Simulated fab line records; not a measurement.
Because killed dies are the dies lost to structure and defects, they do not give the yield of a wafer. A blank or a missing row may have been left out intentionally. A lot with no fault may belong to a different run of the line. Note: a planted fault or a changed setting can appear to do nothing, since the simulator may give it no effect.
A struck lot beside a sound one ; flow sfq_line ; 13 steps out of a route of 325
Sound: the wafers L111.1, L111.2, L111.6. Struck: wafer L115.5 (L115.1, L115.4, from the same lot, were not struck and are left out); the cause is given at the end.
For every step that has rows: the tool of each side, followed by ch and its chambers, followed by its first start. Under that, the readings that differ: sound wafers ; struck wafers ; difference of the means ; sigmas: that difference in standard deviations of wafers without a fault.
alike: same words and numbers on both sides, and readings whose means sit less than 2 such deviations apart. not compared: any withheld reading, any reading some wafer has no value for, any bound like >300 that may hide the same value, and any number with overlapping values for which the record gives no deviation.
The two part at a step that has a row with sigmas, a row that says differs or no value, or rows on one side only. Numbers that don't overlap but have no deviation are shown without sigmas and don't part them. A reading that every wafer of one side lacks parts them only if that side has two wafers or more.

first, 2 steps without rows for these wafers: SFQ_TRILAYER_C5_STRIP_SOLV_CLEAN_156 (cleans in NMP, time 600 s); SFQ_TRILAYER_M6_DEP_PRE_CLEAN_158 (time 22.5 s).
SFQ_TRILAYER_M6_DEP_SPUTTER_157: material Nb, target thk 200 nm, time 133.3 s.
  sound: pvd_sputter-05 at day 70 02:34; struck: pvd_sputter-04 at day 70 15:50
  alike: throttle_valve_pct
SFQ_M6_RS_MEAS_938: measures by four-point-probe.
  sound: film_metro-02 at day 70 02:39; struck: film_metro-04 at day 70 15:55
reading;sound;struck;difference;sigmas
M6_NB_RS (ohm/sq);0.888 0.895 0.885;0.912;+0.023;+3
then, 6 steps without rows for these wafers: SFQ_TRILAYER_M6_LITHO_COAT_164 (resist thk 62 nm); SFQ_TRILAYER_M6_LITHO_COAT_159 (resist thk 600 nm); SFQ_TRILAYER_M6_LITHO_SOFTBAKE_163; SFQ_TRILAYER_M6_LITHO_EXPOSE_160 (exposes mask M6, target cd 500 nm); SFQ_TRILAYER_M6_LITHO_PEB_162 (peb time 60 s); SFQ_TRILAYER_M6_LITHO_DEVELOP_161 (time 60 s).
-- the record jumps here: 4 days lie between the struck wafers' starts before and after --
SFQ_M6_OVL_MEAS_940:
  sound: overlay-01 at day 74 01:04; struck: overlay-02 at day 74 16:40
  alike: M6_OVL
SFQ_TRILAYER_M6_BARC_OPEN_METAL_ETCH_206: etches BARC in O2, target depth 125 nm, time 41.7 s.
  sound on rie_metal-02 ch 0,1, day 74 01:07; struck on rie_metal-03 ch 0, day 74 16:43
reading;sound;struck;difference;sigmas
oes_product_au (a.u.);0.691 0.677 0.686;0.698;+0.013;+3
run_length_s (s);70.21 70.62 70.32;69.07;-1.31;-5
  alike: drypump_motor_current_A, he_backside_leak_sccm
  not compared: rf_hours_counter_h
SFQ_TRILAYER_M6_ETCH_METAL_ETCH_162: etches Nb in Cl2/Ar, stops on SiO2, target depth 240 nm, time 120 s.
  sound on rie_metal-02 ch 0,1, day 74 01:10; struck on rie_metal-03 ch 0, day 74 16:50
  alike: drypump_motor_current_A, he_backside_leak_sccm, oes_product_au, run_length_s
  not compared: rf_hours_counter_h

== WHERE THEY PART ==
First at SFQ_M6_RS_MEAS_938; last, within this record, at SFQ_TRILAYER_M6_BARC_OPEN_METAL_ETCH_206. Later steps at which nothing parts them and some readings are alike: SFQ_TRILAYER_M6_ETCH_METAL_ETCH_162.

WHY: the cause the simulator had injected
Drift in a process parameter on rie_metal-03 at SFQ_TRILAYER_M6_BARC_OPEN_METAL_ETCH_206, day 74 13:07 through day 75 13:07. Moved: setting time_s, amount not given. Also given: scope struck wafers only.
